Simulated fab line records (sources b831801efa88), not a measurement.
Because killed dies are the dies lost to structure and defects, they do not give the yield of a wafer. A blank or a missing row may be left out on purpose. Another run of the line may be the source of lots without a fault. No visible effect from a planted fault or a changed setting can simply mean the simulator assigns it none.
Struck lot and sound lot, side by side -- flow sky130 -- 23 out of 708 route steps
Sound: these wafers, L873.2, L873.3, L873.5. Struck: wafer L880.5; the same lot's L880.3 was not struck, so it is left out; see the end for the cause.
At each step with rows: each side's tool, then ch and its chambers, then its first start. Under that, the readings that differ: sound wafers -- struck wafers -- difference of the means -- sigmas: that difference in standard deviations of wafers without a fault.
alike: a reading whose means differ by less than 2 such deviations, as well as words and numbers matching on both sides. not compared: withheld readings; readings where some wafer has no value; bounds like >300 that might hide an equal value; numbers whose values overlap and for which the record gives no deviation.
A row with sigmas, a row that says differs or no value, or rows on one side alone: a step with any of these is where the two part. Numbers that have no deviation but don't overlap get no sigmas and don't part them. A reading missing from all wafers of one side parts the sides only when that side holds two or more wafers.

first, 8 steps without rows for these wafers: SKY_LDD_N_IMPLANT_08; SKY_LDD_N_IMPLANT_09; SKY_LDD_N_IMPLANT_10; SKY_LDD_N_IMPLANT_11; SKY_LDD_N_IMPLANT_12; SKY_LDD_N_IMPLANT_13; SKY_LDD_N_IMPLANT_14; SKY_LDD_N_IMPLANT_15.
SKY_LDD_N_STRIP_16: strips in O2/N2.
  sound on plasma asher-04 ch 0,1, day 19 02:16; struck on plasma asher-03 ch 1, day 21 13:35
  alike: chamber pressure mTorr, drypump motor current A, n2 flow sccm, oes product au, strip time to endpoint s
  not compared: rf hours counter h
SKY_LDD_N_TW_MEAS_17:
  sound on film metro-02 at day 19 02:22; struck on film metro-03 at day 21 13:40
  alike: LDD_N_TW
then, 2 steps without rows for these wafers: SKY_LDD_P_DEHYDRATE_00 (time 60 s); SKY_LDD_P_HMDS_01 (prime time 60 s).
SKY_LDD_P_COAT_02: resist thk 1140 nm.
  sound on litho track-02 ch 0, day 19 17:44; struck on litho track-02 ch 0, day 22 04:37
reading,sound,struck,difference,sigmas
model.NOVOLAK_of_LDD_P_COAT_02.thk nm (nm),1142 1141 1142,1238,+96,
  alike: exhaust pa
then, 3 steps without rows for these wafers: SKY_LDD_P_SOFTBAKE_03 (time 60 s); SKY_LDD_P_EXPOSE_04 (exposes mask PSDM, target cd 380 nm); SKY_LDD_P_PEB_05.
SKY_LDD_P_DEVELOP_06: develop time 60 s.
  sound on litho track-02 ch 0, day 20 08:59; struck on litho track-02 ch 0, day 22 19:25
reading,sound,struck,difference,sigmas
model.NOVOLAK_of_LDD_P_COAT_02.thk nm (nm),1142 1141 1142,1237,+95,
  alike: exhaust pa
SKY_LDD_P_CD_MEAS_07: the cd target is 380 nm.
  sound on cd sem-02 at day 20 09:08; struck on cd sem-02 at day 22 19:34
reading,sound,struck,difference,sigmas
cd nm (nm),381.9 384.5 381.9,371.6,-11.2,-5
  not compared: hold
SKY_LDD_P_OVL_MEAS_08:
  sound on overlay-01 at day 20 09:15; struck on overlay-01 at day 22 19:39
  alike: LDD_P_OVL
  not compared: hold
after that, 1 step had no rows for these wafers: SKY_LDD_P_IMPLANT_09.
SKY_LDD_P_STRIP_10: strips in O2/N2.
  sound on plasma asher-02 ch 0,1, day 20 09:26; struck on plasma asher-01 ch 0, day 22 19:52
reading,sound,struck,difference,sigmas
strip time to endpoint s (s),14.20 14.17 14.21,15.30,+1.11,+28
  alike: chamber pressure mTorr, drypump motor current A, n2 flow sccm, oes product au
  not compared: rf hours counter h
SKY_LDD_P_TW_MEAS_11:
  sound on film metro-01 at day 20 09:32; struck on film metro-04 at day 22 19:56
reading,sound,struck,difference,sigmas
LDD_P_TW,643 639 640,655,+14,+4
-- here the record skips 26 days between the struck wafers' starts before and after, leaving off in module LDD_P and picking up in module PAD_OPEN (first step shown: number 708 of the route) --
SKY_PAD_OPEN_PROBE_99:
  record: rows for the struck wafers here (prober-02, day 48 10:25), none for the sound ones

== WHERE THEY PART ==
At SKY_LDD_P_CD_MEAS_07 first; at SKY_PAD_OPEN_PROBE_99 last (within this record only).

WHY: what the simulator had put in
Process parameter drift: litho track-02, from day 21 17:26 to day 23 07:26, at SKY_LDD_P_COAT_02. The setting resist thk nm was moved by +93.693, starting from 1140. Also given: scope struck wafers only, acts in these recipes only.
